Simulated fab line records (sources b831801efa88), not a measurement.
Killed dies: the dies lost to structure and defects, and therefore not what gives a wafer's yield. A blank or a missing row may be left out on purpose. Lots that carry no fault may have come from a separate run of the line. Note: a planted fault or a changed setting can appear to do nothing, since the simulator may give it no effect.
fab line records || flow sky130
record {"lots": 6, "wafers": 18, "last_day": 50}
route steps=708 shown LDD_N@238
lots that met no fault: taken from a fault-free run of the same line
start_h: start of the lot's first displayed wafer, in hours after the record's first day || wait_h: how many hours have passed since the lot's step before this one || " identical to the entry in the row above || L1.1+2: a single row standing in for several wafers || - no value, or no start given || * or withheld: withheld || < > ~ a bound
route shown NAME@n: NAME is a module with steps in the file, n the number in the route of the first one || usual: average and standard deviation across the fault-free wafers || same: alike in all rows || chamber/n: place in a boat || sites: per-site readings || _std_site: the values' standard deviation || _edge_site: outer sites' mean less inner sites' || radius_mm: how far each site lies from the wafer's centre || mask NAME#n: copy n || behind: the tool/chamber that last shaped the wafer || hold: why the lot went on hold/how many hours it stayed there/how the hold came to an end || device: the transistor (n, p or np) that didn't switch || end of line: the tests these same wafers got at the end of their route || a step with no rows: only its recipe || killed: dies that structure and defects cost at the first sort, which is not the same as the wafer's yield || map: per-die view of a wafer (x killed, . not killed, _ where there is no die)
set.NAME: the setting that was run; set.NAME@STEP: the one run at that earlier step || model.NAME: the simulator's own value behind a step, which no gauge read
a table for each step, a row for each wafer; lots at some steps of the route
services: from which hour (start_h, from the record's first day; less than 0 if before it) a tool's chamber was out of use, for how many hours, and why
## steps
# step SKY_LDD_N_HMDS_01
# recipe {"prime_time_s": 60, "prime_temp_c": 120}
# step SKY_LDD_N_COAT_02
# recipe {"resist": "NOVOLAK", "spin_rpm": 3000, "resist_thk_nm": 300}
# step SKY_LDD_N_SOFTBAKE_03
# recipe {"temp_c": 90, "time_s": 60, "resist": "NOVOLAK"}
# step SKY_LDD_N_EXPOSE_04
# recipe {"mask_id": "NTM", "target_cd_nm": 840, "na": 0.6, "source_shape": "conventional", "sigma_outer": 0.6, "dose_mj": 110}
# step SKY_LDD_N_PEB_05
# recipe {"temp_c": "withheld", "time_s": "*", "resist": "NOVOLAK"}
# step SKY_LDD_N_DEVELOP_06
# recipe {"develop_time_s": 60, "dev_temp_c": 23}
# step SKY_LDD_N_OVL_MEAS_07
# usual {"LDD_N_OVL": "0.4/1.1"}
{"lot.wafer": "L379.2", "tool": "overlay-01", "chamber": "-", "start_h": 397.31, "wait_h": 0.1, "LDD_N_OVL[nm]": -1.2}
{"lot.wafer": "L379.3", "tool": "overlay-01", "chamber": "-", "start_h": 397.31, "wait_h": 0.1, "LDD_N_OVL[nm]": -0.9}
{"lot.wafer": "L379.6", "tool": "overlay-01", "chamber": "-", "start_h": 397.31, "wait_h": 0.1, "LDD_N_OVL[nm]": 0.7}
{"lot.wafer": "L380.2", "tool": "overlay-02", "chamber": "-", "start_h": 405.22, "wait_h": 0.1, "LDD_N_OVL[nm]": 0.2}
{"lot.wafer": "L380.3", "tool": "overlay-02", "chamber": "-", "start_h": 405.22, "wait_h": 0.1, "LDD_N_OVL[nm]": 1.0}
{"lot.wafer": "L380.6", "tool": "overlay-02", "chamber": "-", "start_h": 405.22, "wait_h": 0.1, "LDD_N_OVL[nm]": 1.3}
{"lot.wafer": "L389.3", "tool": "overlay-02", "chamber": "-", "start_h": 493.62, "wait_h": 0.1, "LDD_N_OVL[nm]": -0.4}
{"lot.wafer": "L389.5", "tool": "overlay-02", "chamber": "-", "start_h": 493.62, "wait_h": 0.1, "LDD_N_OVL[nm]": 0.1}
{"lot.wafer": "L389.6", "tool": "overlay-02", "chamber": "-", "start_h": 493.62, "wait_h": 0.1, "LDD_N_OVL[nm]": 0.2}
{"lot.wafer": "L390.1", "tool": "overlay-01", "chamber": "-", "start_h": 502.91, "wait_h": 0.1, "LDD_N_OVL[nm]": -0.3}
{"lot.wafer": "L390.2", "tool": "overlay-01", "chamber": "-", "start_h": 502.91, "wait_h": 0.1, "LDD_N_OVL[nm]": 0.0}
{"lot.wafer": "L390.5", "tool": "overlay-01", "chamber": "-", "start_h": 502.91, "wait_h": 0.1, "LDD_N_OVL[nm]": 1.0}
{"lot.wafer": "L401.1", "tool": "overlay-02", "chamber": "-", "start_h": 591.26, "wait_h": 0.1, "LDD_N_OVL[nm]": 1.8}
{"lot.wafer": "L401.5", "tool": "overlay-02", "chamber": "-", "start_h": 591.26, "wait_h": 0.1, "LDD_N_OVL[nm]": 0.0}
{"lot.wafer": "L401.6", "tool": "overlay-02", "chamber": "-", "start_h": 591.26, "wait_h": 0.1, "LDD_N_OVL[nm]": 1.7}
{"lot.wafer": "L402.2", "tool": "overlay-01", "chamber": "-", "start_h": 595.70, "wait_h": 0.1, "LDD_N_OVL[nm]": 0.3}
{"lot.wafer": "L402.5", "tool": "overlay-01", "chamber": "-", "start_h": 595.70, "wait_h": 0.1, "LDD_N_OVL[nm]": 0.7}
{"lot.wafer": "L402.6", "tool": "overlay-01", "chamber": "-", "start_h": 595.70, "wait_h": 0.1, "LDD_N_OVL[nm]": -0.4}
# step SKY_LDD_N_IMPLANT_08
# recipe {"species": "As", "energy_kev": 20, "dose_cm2": 7.5e+13, "tilt_deg": "withheld", "rotation_deg": 23}
# step SKY_LDD_N_IMPLANT_09
# recipe {"species": "As", "energy_kev": 20, "dose_cm2": 7.5e+13, "tilt_deg": "withheld", "rotation_deg": 113}
# step SKY_LDD_N_IMPLANT_10
# recipe {"species": "As", "energy_kev": 20, "dose_cm2": 7.5e+13, "tilt_deg": "withheld", "rotation_deg": 203}
# step SKY_LDD_N_IMPLANT_11
# recipe {"species": "As", "energy_kev": 20, "dose_cm2": 7.5e+13, "tilt_deg": "withheld", "rotation_deg": 293}
# step SKY_LDD_N_IMPLANT_12
# recipe {"species": "BF2", "energy_kev": 50, "dose_cm2": 5e+12, "tilt_deg": 30, "rotation_deg": 0}
# step SKY_LDD_N_IMPLANT_13
# recipe {"species": "BF2", "energy_kev": 50, "dose_cm2": 5e+12, "tilt_deg": 30, "rotation_deg": 90}
# usual {"beam_energy_keV": "50.003/0.014", "beam_on_s": "10.02/0.18", "rotation_deg": "89.997/0.026"}
{"lot.wafer": "L379.2", "tool": "implanter-01", "chamber": 0, "start_h": 398.11, "wait_h": 0.1, "beam_energy_keV": 50.020, "beam_on_s": 9.85, "rotation_deg": 89.980}
{"lot.wafer": "L379.3", "tool": "implanter-01", "chamber": 0, "start_h": 398.11, "wait_h": 0.1, "beam_energy_keV": 49.998, "beam_on_s": 10.37, "rotation_deg": 90.014}
{"lot.wafer": "L379.6", "tool": "implanter-01", "chamber": 0, "start_h": 398.11, "wait_h": 0.1, "beam_energy_keV": 50.040, "beam_on_s": 10.42, "rotation_deg": 89.993}
{"lot.wafer": "L380.2", "tool": "implanter-03", "chamber": 0, "start_h": 406.02, "wait_h": 0.1, "beam_energy_keV": 50.009, "beam_on_s": 10.12, "rotation_deg": 90.007}
{"lot.wafer": "L380.3", "tool": "implanter-03", "chamber": 0, "start_h": 406.02, "wait_h": 0.1, "beam_energy_keV": 50.006, "beam_on_s": 10.07, "rotation_deg": 90.031}
{"lot.wafer": "L380.6", "tool": "implanter-03", "chamber": 0, "start_h": 406.02, "wait_h": 0.1, "beam_energy_keV": 49.997, "beam_on_s": 9.99, "rotation_deg": 89.994}
{"lot.wafer": "L389.3", "tool": "implanter-04", "chamber": "-", "start_h": 494.45, "wait_h": 0.1, "beam_energy_keV": "-", "beam_on_s": "-", "rotation_deg": "-"}
{"lot.wafer": "L389.5", "tool": "implanter-04", "chamber": "-", "start_h": 494.45, "wait_h": 0.1, "beam_energy_keV": "-", "beam_on_s": "-", "rotation_deg": "-"}
{"lot.wafer": "L389.6", "tool": "implanter-04", "chamber": "-", "start_h": 494.45, "wait_h": 0.1, "beam_energy_keV": "-", "beam_on_s": "-", "rotation_deg": "-"}
{"lot.wafer": "L390.1", "tool": "implanter-01", "chamber": "-", "start_h": 503.70, "wait_h": 0.1, "beam_energy_keV": "-", "beam_on_s": "-", "rotation_deg": "-"}
{"lot.wafer": "L390.2", "tool": "implanter-01", "chamber": "-", "start_h": 503.70, "wait_h": 0.1, "beam_energy_keV": "-", "beam_on_s": "-", "rotation_deg": "-"}
{"lot.wafer": "L390.5", "tool": "implanter-01", "chamber": "-", "start_h": 503.70, "wait_h": 0.1, "beam_energy_keV": "-", "beam_on_s": "-", "rotation_deg": "-"}
{"lot.wafer": "L401.1", "tool": "implanter-03", "chamber": 0, "start_h": 592.05, "wait_h": 0.1, "beam_energy_keV": 50.005, "beam_on_s": 10.43, "rotation_deg": 90.038}
{"lot.wafer": "L401.5", "tool": "implanter-03", "chamber": 0, "start_h": 592.05, "wait_h": 0.1, "beam_energy_keV": 50.020, "beam_on_s": 10.06, "rotation_deg": 90.010}
{"lot.wafer": "L401.6", "tool": "implanter-03", "chamber": 0, "start_h": 592.05, "wait_h": 0.1, "beam_energy_keV": 49.979, "beam_on_s": 9.68, "rotation_deg": 89.999}
{"lot.wafer": "L402.2", "tool": "implanter-03", "chamber": 0, "start_h": 596.51, "wait_h": 0.1, "beam_energy_keV": 50.019, "beam_on_s": 10.06, "rotation_deg": 90.036}
{"lot.wafer": "L402.5", "tool": "implanter-03", "chamber": 0, "start_h": 596.51, "wait_h": 0.1, "beam_energy_keV": 49.998, "beam_on_s": 9.89, "rotation_deg": 89.962}
{"lot.wafer": "L402.6", "tool": "implanter-03", "chamber": 0, "start_h": 596.51, "wait_h": 0.1, "beam_energy_keV": 49.984, "beam_on_s": 9.57, "rotation_deg": 89.981}
# step SKY_LDD_N_IMPLANT_14
# recipe {"species": "BF2", "energy_kev": 50, "dose_cm2": 5e+12, "tilt_deg": 30, "rotation_deg": 180}
## services
{"tool": "implanter-04", "chamber": "-", "start_h": 469.93, "hours": 3.1, "kind": "repair"}
{"tool": "implanter-03", "chamber": "-", "start_h": 478.02, "hours": 2.3, "kind": "pm"}
{"tool": "implanter-01", "chamber": "-", "start_h": 492.68, "hours": 4.7, "kind": "pm"}
{"tool": "implanter-03", "chamber": "-", "start_h": 511.60, "hours": 5.5, "kind": "repair"}
{"tool": "implanter-01", "chamber": "-", "start_h": 535.63, "hours": 1.9, "kind": "repair"}
## key
first_sign {"step": "SKY_LDD_N_IMPLANT_13", "reading": "tool_record", "direction": "missing"}
effect none on later readings
met_at SKY_LDD_N_IMPLANT_13
struck_wafers L389.3,L389.5,L389.6,L390.1,L390.2,L390.5
later_rows_left_out L389.3,L389.5,L389.6,L390.1,L390.2,L390.5
sort_left_out L389.3,L389.5,L389.6,L390.1,L390.2,L390.5
tester_left_out L389,L390
onset_between 398.11 494.45
fault {"kind": "skipped_step_whole", "tool": "implanter-01,implanter-04", "chamber": "-", "onset_h": 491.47, "steps": "SKY_LDD_N_IMPLANT_13", "scope": "struck_lots_only"}
# tester_left_out: of these lots the tester's yield and bins aren't shown, on N5 and GAA mostly nor the transistor test; their killed dies are dies lost to structure and defects alone, not to doping, threshold or leakage, so they don't give the yield
# sort_left_out: the simulated sort isn't trusted on such a fault, so these wafers' sort isn't shown, and their yield isn't known
# later_rows_left_out: the simulator's readings of these wafers behind a module that went badly wrong aren't trusted and aren't shown, but for the sort
